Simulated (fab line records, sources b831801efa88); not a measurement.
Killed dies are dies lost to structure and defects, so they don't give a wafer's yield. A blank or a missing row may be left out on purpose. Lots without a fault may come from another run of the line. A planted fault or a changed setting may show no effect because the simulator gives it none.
Which tool did it? | flow gf180mcu | 13 lots, 39 wafers sampled, at 4 steps of a route of 602

WHAT THE GAUGES READ, wafer by wafer
GF_TOP_METAL_THK_MEAS_06: measures by xrf.
lot  | measured     | on            | TOP_METAL_ALCU_THK (nm)
L997 | day 27 13:29 | film_metro-04 | 911 904 907
L998 | day 27 22:00 | film_metro-02 | 917 918 929
L999 | day 28 01:42 | film_metro-02 | 904 912 896
L102 | day 29 01:34 | film_metro-01 | 913 923 911
L104 | day 29 18:29 | film_metro-01 | 913 911 912
L106 | day 30 06:29 | film_metro-04 | 915 912 896
L111 | day 32 04:06 | film_metro-02 | 906 919 903
L113 | day 32 15:49 | film_metro-04 | 894 907 890
L114 | day 32 18:11 | film_metro-01 | 898 902 906
L115 | day 33 02:21 | film_metro-02 | 915 913 913
L116 | day 33 04:08 | film_metro-02 | 920 902 923
L117 | day 33 10:19 | film_metro-02 | 903 917 920
L118 | day 33 13:22 | film_metro-01 | 900 908 886

GF_TOP_METAL_OVL_MEAS_15.
lot  | measured     | on         | TOP_METAL_OVL (nm)
L997 | day 28 09:03 | overlay-02 | -0.2 -0.2 0.1
L998 | day 28 17:47 | overlay-02 | -0.4 -0.8 -2.0
L999 | day 28 21:19 | overlay-01 | 0.6 1.5 0.3
L102 | day 29 20:40 | overlay-01 | -0.7 -0.6 -1.4
L104 | day 30 13:16 | overlay-02 | 1.3 3.0 1.6
L106 | day 31 00:04 | overlay-01 | 1.0 2.1 -0.2
L111 | day 32 21:02 | overlay-02 | 1.7 1.8 -1.6
L113 | day 33 07:41 | overlay-02 | 1.4 2.0 3.0
L114 | day 33 09:40 | overlay-02 | -0.8 -1.7 -0.7
L115 | day 33 18:16 | overlay-01 | 0.0 1.7 1.1
L116 | day 33 19:32 | overlay-02 | 2.8 -0.9 -1.3
L117 | day 34 01:34 | overlay-02 | 2.3 1.7 2.3
L118 | day 34 05:09 | overlay-02 | 1.0 1.4 1.9

WHICH TOOL RAN EACH LOT (tool, then ch and the chambers of the sampled wafers, then the start)
lot  | GF_M2_METAL_ETCH_16               | GF_V5_ETCH_16
L997 | rie_metal-04 ch 0,1, day 19 13:17 | rie_diel-03 ch 0,1,2, day 27 11:44
L998 | rie_metal-02 ch 0,1, day 19 23:18 | rie_diel-02 ch 0,2,3, day 27 20:15
L999 | rie_metal-02 ch 0,1, day 20 05:00 | rie_diel-03 ch 0,1,2, day 27 23:53
L102 | rie_metal-02 ch 0,1, day 21 11:47 | rie_diel-01 ch 0,1, day 28 23:47
L104 | rie_metal-02 ch 0,1, day 22 05:27 | rie_diel-02 ch 0,3, day 29 16:21
L106 | rie_metal-02 ch 0,1, day 22 20:35 | rie_diel-03 ch 0,1, day 30 04:15
L111 | rie_metal-04 ch 0, day 25 04:20   | rie_diel-03 ch 0,3, day 32 02:21
L113 | rie_metal-01 ch 0, day 25 21:08   | rie_diel-01 ch 0,2,3, day 32 14:06
L114 | rie_metal-02 ch 0,1, day 25 21:29 | rie_diel-01 ch 0,3, day 32 16:27
L115 | rie_metal-02 ch 0,1, day 26 11:25 | rie_diel-01 ch 1,3, day 33 00:33
L116 | rie_metal-01 ch 0,1, day 26 13:09 | rie_diel-02 ch 1,2, day 33 02:21
L117 | rie_metal-04 ch 0,1, day 26 19:56 | rie_diel-01 ch 0,1,3, day 33 08:36
L118 | rie_metal-04 ch 0,1, day 26 23:47 | rie_diel-01 ch 1,3, day 33 11:21
- GF_M2_METAL_ETCH_16: etches the open film in Cl2/BCl3, stops on SiO2, target depth 750.8 nm, time 125.1 s.
- GF_V5_ETCH_16: etches BARC in N2/H2.

WHAT THE TOOLS THEMSELVES READ (means of the sampled wafers that have a number; where no wafer has one, the mark that the record gives instead)
GF_M2_METAL_ETCH_16.
lot  | tool         | drypump_motor_current_A (A) | oes_product_au (a.u.) | throttle_valve_pct (%)
L997 | rie_metal-04 | 5.5                         | 0.985                 | 28.226
L998 | rie_metal-02 | 6.2                         | 0.999                 | 28.226
L999 | rie_metal-02 | 5.9                         | 0.994                 | 28.233
L102 | rie_metal-02 | 6.2                         | 0.996                 | 28.224
L104 | rie_metal-02 | 5.9                         | 0.995                 | 28.232
L106 | rie_metal-02 | 6.2                         | 0.991                 | 28.233
L111 | rie_metal-04 | 5.4                         | 0.987                 | 28.220
L113 | rie_metal-01 | 5.9                         | 0.991                 | 28.233
L114 | rie_metal-02 | 6.2                         | 0.994                 | 28.231
L115 | rie_metal-02 | 6.2                         | 0.994                 | 28.224
L116 | rie_metal-01 | 6.0                         | 0.989                 | 28.214
L117 | rie_metal-04 | 5.5                         | 0.987                 | 28.229
L118 | rie_metal-04 | 5.5                         | 0.987                 | 28.236

GF_V5_ETCH_16.
lot  | tool        | drypump_motor_current_A (A) | oes_product_au (a.u.) | throttle_valve_pct (%)
L997 | rie_diel-03 | 5.7                         | 0.856                 | 13.224
L998 | rie_diel-02 | 5.4                         | 0.853                 | 13.225
L999 | rie_diel-03 | 5.7                         | 0.858                 | 13.214
L102 | rie_diel-01 | 5.3                         | 0.855                 | 13.227
L104 | rie_diel-02 | 5.5                         | 0.856                 | 13.224
L106 | rie_diel-03 | 5.7                         | 0.852                 | 13.229
L111 | rie_diel-03 | 5.8                         | 0.855                 | 13.229
L113 | rie_diel-01 | 6.1                         | 0.852                 | 13.223
L114 | rie_diel-01 | 5.8                         | 0.855                 | 13.216
L115 | rie_diel-01 | 5.4                         | 0.854                 | 13.227
L116 | rie_diel-02 | 5.3                         | 0.852                 | 13.228
L117 | rie_diel-01 | 5.6                         | 0.858                 | 13.223
L118 | rie_diel-01 | 5.4                         | 0.858                 | 13.231

THE ANSWER, worked out from the rows above alone
Rule: what is usual is taken from the lots themselves. Put in order of their means at a reading, lots are off if they are a third of the lots or fewer, leave a main group of 4 or more, and stand apart from it by a gap of 3 or more times the standard deviation of the main group's means; of several such gaps the widest counts. A main group whose means are all the same, to the digits that the tables above print for the reading, isn't used. A lot without any number at a reading at which 4 lots or more have one is off too. The other lots that the step has rows for count as sound. The gauges are gone through in route order, then the tools' own readings, and for those a lot's mean is taken as printed above. The first step at which some lot is off is used, and at that step the reading that is off furthest; a lot without a number counts as furthest.
No lot is off at any reading shown: from this, nothing can be told.

WHAT THE SIMULATOR HAD PUT IN
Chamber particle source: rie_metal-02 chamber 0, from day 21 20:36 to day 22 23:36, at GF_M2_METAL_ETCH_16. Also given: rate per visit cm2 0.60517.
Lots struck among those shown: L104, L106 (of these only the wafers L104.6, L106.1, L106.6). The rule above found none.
